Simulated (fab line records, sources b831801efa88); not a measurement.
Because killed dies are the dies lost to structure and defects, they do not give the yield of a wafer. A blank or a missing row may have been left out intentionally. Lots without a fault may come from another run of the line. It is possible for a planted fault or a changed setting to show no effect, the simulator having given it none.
What tool caused it? :: flow sfq-line :: Sampling: 8 lots, 24 wafers, 2 of 325 route steps

## WHAT THE GAUGES SHOWED, per wafer
SFQ_C5_OVL_MEAS_937.
lot: L229
measured: day 62 18:37
on: overlay-01
C5_OVL (nm): -1 4 -3

lot: L232
measured: day 63 19:41
on: overlay-02
C5_OVL (nm): 7 5 11

lot: L234
measured: day 64 15:00
on: overlay-02
C5_OVL (nm): 1 -1 4

lot: L236
measured: day 65 14:46
on: overlay-02
C5_OVL (nm): -3 2 -2

lot: L238
measured: day 66 17:12
on: overlay-01
C5_OVL (nm): 8 8 11

lot: L243
measured: day 71 22:08
on: overlay-02
C5_OVL (nm): -3 -1 2

lot: L248
measured: day 72 14:43
on: overlay-02
C5_OVL (nm): 84 84 84

lot: L250
measured: day 72 19:29
on: overlay-02
C5_OVL (nm): 87 92 89

## WHAT TOOL EACH LOT RAN ON (gives the tool, then ch and the chambers of the sampled wafers, and finally the start)
lot: L229
SFQ_TRILAYER_C5_LITHO_EXPOSE_152: krf-scanner-02 ch 0, day 62 17:31

lot: L232
SFQ_TRILAYER_C5_LITHO_EXPOSE_152: krf-scanner-01 ch 0, day 63 18:22

lot: L234
SFQ_TRILAYER_C5_LITHO_EXPOSE_152: krf-scanner-02 ch 0, day 64 13:42

lot: L236
SFQ_TRILAYER_C5_LITHO_EXPOSE_152: krf-scanner-02 ch 0, day 65 13:16

lot: L238
SFQ_TRILAYER_C5_LITHO_EXPOSE_152: krf-scanner-02 ch 0, day 66 16:05

lot: L243
SFQ_TRILAYER_C5_LITHO_EXPOSE_152: krf-scanner-02 ch 0, day 71 20:50

lot: L248
SFQ_TRILAYER_C5_LITHO_EXPOSE_152: krf-scanner-01 ch 0, day 72 13:35

lot: L250
SFQ_TRILAYER_C5_LITHO_EXPOSE_152: krf-scanner-01 ch 0, day 72 17:59
- SFQ_TRILAYER_C5_LITHO_EXPOSE_152: exposes mask C5, target cd 500 nm.

## THE ANSWER, worked out from the rows above alone
Rule: what is usual is taken from the lots themselves. Put in order of their means at a reading, lots are off if they are a third of the lots or fewer, leave a main group of 4 or more, and stand apart from it by a gap of 3 or more times the standard deviation of the main group's means; of several such gaps the widest counts. Not used: any main group whose means are identical at the precision the tables above print for the reading. Also off: a lot with no number at a reading for which 4 or more lots have one. Any other lot the step has rows for is counted as sound.
Off: at SFQ_C5_OVL_MEAS_937 (C5_OVL), L248, L250. For the main group the mean is 3 nm and the standard deviation 4.1.
If a tool, at a process step before that reading, ran all the lots that are off and no sound lot after the first of them, it fits. Gauges at SFQ_C5_OVL_MEAS_937: tried the same way as those tools. Undecided on this evidence; 2 tools fit (krf-scanner-01 at SFQ_TRILAYER_C5_LITHO_EXPOSE_152, overlay-02 at SFQ_C5_OVL_MEAS_937).

## WHAT THE SIMULATOR HAD PUT IN
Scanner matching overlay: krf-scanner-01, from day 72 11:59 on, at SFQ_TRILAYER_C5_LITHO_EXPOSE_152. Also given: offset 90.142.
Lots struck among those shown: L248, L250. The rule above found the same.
